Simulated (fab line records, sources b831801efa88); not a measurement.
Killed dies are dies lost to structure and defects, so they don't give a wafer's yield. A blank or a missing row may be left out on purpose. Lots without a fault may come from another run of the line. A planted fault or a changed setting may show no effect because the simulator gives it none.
Problem report in the 8D (eight disciplines) form, filled by code | flow sfq_line | the parts of the form that need people (team, actions taken, sign-off) are left out

1. THE PROBLEM
run_length_s at SFQ_TRILAYER_I2_DEP_PECVD_063 reads a mean of 125.2 s on 1 wafer of 1 lot; wafers without a fault read 139.2 s with a standard deviation of 0.54. That is -26 standard deviations from the usual mean.
The step: deposits SiO2 from SiH4/N2O, time 111.11 s, target thk 500 nm.
First seen on wafer L371.1, day 44 03:22, on pecvd-03. The record holds 39 wafers of 13 lots with a number at this step. Rule for "out", or "out of limits": more than 4 standard deviations from the usual mean. The other wafers with a number count as sound.

2. WHAT IT IS AND WHAT IT IS NOT
question                    | is                | is not
which readings at this step | run_length_s      | heater_power_w, throttle_valve_pct
which lots                  | L371              | L362, L363, L364, L366, L370, L379, L380, L381, L382, L383, L384, L385
which wafers of those lots  | L371.1            | L371.2, L371.3
read on which tools         | pecvd-03          | pecvd-01, pecvd-04
when                        | from day 44 03:22 | up to then (17 sound wafers); but 21 sound wafers of L379, L380, L381, L382, L383, L384, L385 came after

3. SUSPECTS, AND WHAT RULES EACH OUT
Counting: a tool at a process step up to the reading stays a suspect if it ran every lot that is out. Sound lots after the first of them don't rule it out here, since some wafers of a struck lot are sound.
- pecvd-03 at SFQ_TRILAYER_I2_DEP_PECVD_063 (deposits SiO2 from SiH4/N2O, time 111.11 s, target thk 500 nm): kept. It ran the lot that is out, L371 (day 44 03:22); its last sound lot up to then is L370 (day 43 20:10). Its own readings are out on those wafers: run_length_s.
- Within pecvd-03 at SFQ_TRILAYER_I2_DEP_PECVD_063: the wafers that are out ran in chamber 0; their sound lot-mates ran in chambers 1, 2.
Left after counting: pecvd-03 at SFQ_TRILAYER_I2_DEP_PECVD_063.

4. THE CAUSE (what the simulator had put in)
Process parameter drift: pecvd-03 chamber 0, from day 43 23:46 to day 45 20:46, at SFQ_TRILAYER_I2_DEP_PECVD_063. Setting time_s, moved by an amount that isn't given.
Counting left only this tool.

5. THE CHAIN OF EFFECTS, in route order
Each row: a reading whose mean over the struck wafers that have a number lies more than 3 standard deviations from the usual. Only readings for which the record gives a usual standard deviation are gone through. hours: the time from each lot's start at the first step in this table that gives one to its start at this step, as a median over the lots. sigmas: the change in usual standard deviations.
hours | step                          | reading            | usual   | on struck wafers | change | sigmas
0     | SFQ_TRILAYER_I2_DEP_PECVD_063 | run_length_s       | 139.2 s | 125.2            | -14.0  | -26
1     | SFQ_TRILAYER_I2_CMP_CMP_064   | time_to_endpoint_s | 215 s   | 151              | -64    | -8.3
The process steps in it:
- SFQ_TRILAYER_I2_DEP_PECVD_063: deposits SiO2 from SiH4/N2O, time 111.11 s, target thk 500 nm.
- SFQ_TRILAYER_I2_CMP_CMP_064: polishes SiO2.
Later measuring or inspecting steps at which every struck wafer that the step has a row for has a number for every such reading, and none has moved that far: SFQ_JJ_OVL_MEAS_931.

6. WHAT WOULD HAVE CAUGHT IT SOONER
In this record the first reading out of limits was taken at day 44 03:22, 4 hours after the fault began at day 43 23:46.
